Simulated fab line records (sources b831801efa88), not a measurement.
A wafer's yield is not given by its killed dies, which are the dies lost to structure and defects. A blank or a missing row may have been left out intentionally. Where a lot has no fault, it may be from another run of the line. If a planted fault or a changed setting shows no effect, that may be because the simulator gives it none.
Chamber matching | flow sky130 | rie_diel-02 running SKY_FIELD_ISO_ETCH_14: 4 sister chambers
The step etches BARC in N2/H2, stops on SiO2, time 45.9 s, target depth 60 nm. 18 wafers are shown with their chamber, then 9 later ones without.

## WAFERS, EACH WITH ITS CHAMBER
wafer  | chamber | n2_flow_sccm (sccm) | oes_product_au (a.u.) | throttle_valve_pct (%)
L075.2 | 1       | 100.2               | 0.859                 | 13.221
L075.3 | 0       | 100.3               | 0.855                 | 13.245
L075.6 | 3       | 99.7                | 0.852                 | 13.208
L077.3 | 2       | 100.6               | 0.858                 | 13.234
L077.4 | 0       | 99.6                | 0.850                 | 13.215
L077.5 | 0       | 100.1               | 0.852                 | 13.226
L079.1 | 2       | 100.3               | 0.849                 | 13.212
L079.4 | 1       | 100.4               | 0.853                 | 13.228
L079.6 | 0       | 99.8                | 0.855                 | 13.231
L083.2 | 0       | 100.1               | 0.859                 | 13.229
L083.5 | 0       | 100.0               | 0.855                 | 13.221
L083.6 | 3       | 99.0                | 0.851                 | 13.229
L084.4 | 1       | 100.2               | 0.850                 | 13.217
L084.5 | 2       | 100.1               | 0.861                 | 13.226
L084.6 | 1       | 99.7                | 0.859                 | 13.241
L090.2 | 3       | 100.4               | 0.848                 | 13.217
L090.3 | 1       | 99.8                | 0.859                 | 13.216
L090.5 | 0       | 100.1               | 0.862                 | 13.216

SIGNATURES, as means of the wafers listed above
reading            | chamber 0 | chamber 1 | chamber 2 | chamber 3 | scatter within a chamber
n2_flow_sccm       | 100.000   | 100.060   | 100.333   | 99.700    | 0.356
oes_product_au     | 0.85543   | 0.85600   | 0.85600   | 0.85033   | 0.00428
throttle_valve_pct | 13.22614  | 13.22460  | 13.22400  | 13.21800  | 0.0105
Rule: for a wafer and a chamber, the distance is found by dividing, reading by reading, the gap between the wafer's reading and the chamber's mean by the reading's scatter, squaring, summing and taking the root. The wafer belongs to the nearest chamber; if the next one is less than 2 further off, it can't be placed. The scatter: the root of (the sum of the squares of (reading less its chamber's mean) over the shown wafers, divided by (wafers less chambers)).

## WAFERS WITHOUT THEIR CHAMBER
wafer  | n2_flow_sccm (sccm) | oes_product_au (a.u.) | throttle_valve_pct (%)
L091.1 | 100.1               | 0.855                 | 13.213
L091.3 | 100.3               | 0.867                 | 13.239
L091.6 | 99.9                | 0.862                 | 13.221
L094.2 | 99.6                | 0.857                 | 13.223
L094.3 | 99.7                | 0.863                 | 13.225
L094.5 | 99.8                | 0.853                 | 13.227
L095.1 | 99.7                | 0.854                 | 13.231
L095.3 | 100.1               | 0.858                 | 13.228
L095.6 | 100.0               | 0.857                 | 13.233

## THE CHAMBER EACH PASSED THROUGH
wafer  | from the rows above               | in truth
L091.1 | can't be placed: 1 or 2 or 0 or 3 | 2
L091.3 | can't be placed: 2 or 1 or 0 or 3 | 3
L091.6 | can't be placed: 1 or 0 or 2 or 3 | 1
L094.2 | can't be placed: 0 or 1 or 3 or 2 | 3
L094.3 | can't be placed: 1 or 0 or 2 or 3 | 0
L094.5 | can't be placed: 0 or 1 or 3 or 2 | 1
L095.1 | can't be placed: 0 or 1 or 3 or 2 | 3
L095.3 | can't be placed: 1 or 0 or 2 or 3 | 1
L095.6 | can't be placed: 0 or 1 or 2 or 3 | 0
Correctly placed: 0 of 9. Unplaceable from these rows: 9, with the true chamber sitting among the candidates in 9. 0 placed wrongly.
